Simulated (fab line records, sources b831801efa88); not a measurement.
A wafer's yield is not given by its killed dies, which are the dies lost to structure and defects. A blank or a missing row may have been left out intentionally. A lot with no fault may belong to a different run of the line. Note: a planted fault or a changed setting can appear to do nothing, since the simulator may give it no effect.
2 desks, one fault    flow sky130    numbers are kept per desk, each desk with only its own; the story behind them comes last

== THE METROLOGY DESK ==
Lot by lot, what the gauges showed, no matter which tool ran the lot: averages of those sampled wafers that carry a number. A lot is out of limits, marked OUT, if its mean lies more than 4 standard deviations from the usual mean; the brackets give that distance.
Columns: A = VIA1_OVL at SKY_VIA1_OVL_MEAS_13, usual 2 nm
lot   first seen here  A
L818  day 33 21:31     -4
L820  day 34 06:34     1
L826  day 36 17:49     3
L828  day 37 04:52     -1
L832  day 38 13:17     2
L833  day 39 03:49     -4
L834  day 39 09:06     5
L835  day 39 13:30     0
L836  day 39 16:38     7
L837  day 40 02:28     8
L839  day 40 05:32     4
L841  day 41 10:10     3
This desk's verdict: no lot among the 12 shows anything out of limits.

== AT THE TOOL OWNER'S DESK: pvd_sputter-04 ==
The tool's own readings at SKY_METAL2_SPUTTER_01 (material TiN, target thk 20 nm, time 16.7 s): means of the sampled wafers that have a number, for each lot that ran on this tool. A lot is out of limits, marked OUT, if its mean lies more than 4 standard deviations from the usual mean; the brackets give that distance.
Columns: A = chamber_pressure_pa at SKY_METAL2_SPUTTER_01, usual 0.4000 Pa; B = throttle_valve_pct at SKY_METAL2_SPUTTER_01, usual 30.3 %
lot   first seen here  A                         B
L826  day 36 19:14     0.2827 (-99 or more) OUT  36.9 (+7.5) OUT
L828  day 37 06:15     0.2829 (-99 or more) OUT  36.7 (+7.2) OUT
L841  day 41 11:32     0.4007                    30.7
This desk's finding: out of limits on L826, L828; first on L826, day 36 19:14 (chamber_pressure_pa at SKY_METAL2_SPUTTER_01). In limits: L841.

== PUT TOGETHER ==
An alarm could have come from the tool owner's desk at day 36 19:14, on L826, L828.
Nothing out of limits was seen by the metrology desk.
The metrology desk holds a record of L826, L828, inside its limits.
The lots listed all ran SKY_METAL2_SPUTTER_01 on pvd_sputter-04.

== WHAT WAS PUT IN BY THE SIMULATOR ==
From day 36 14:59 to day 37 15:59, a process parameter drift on pvd_sputter-04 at SKY_METAL2_SPUTTER_01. Setting chamber_pressure_pa shifted by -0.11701 from 0.4. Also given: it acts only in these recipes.
Shown lots that were struck: L826, L828.
How many hours passed from the start of the fault until each desk's first out-of-limits reading: the tool owner's desk, 4.
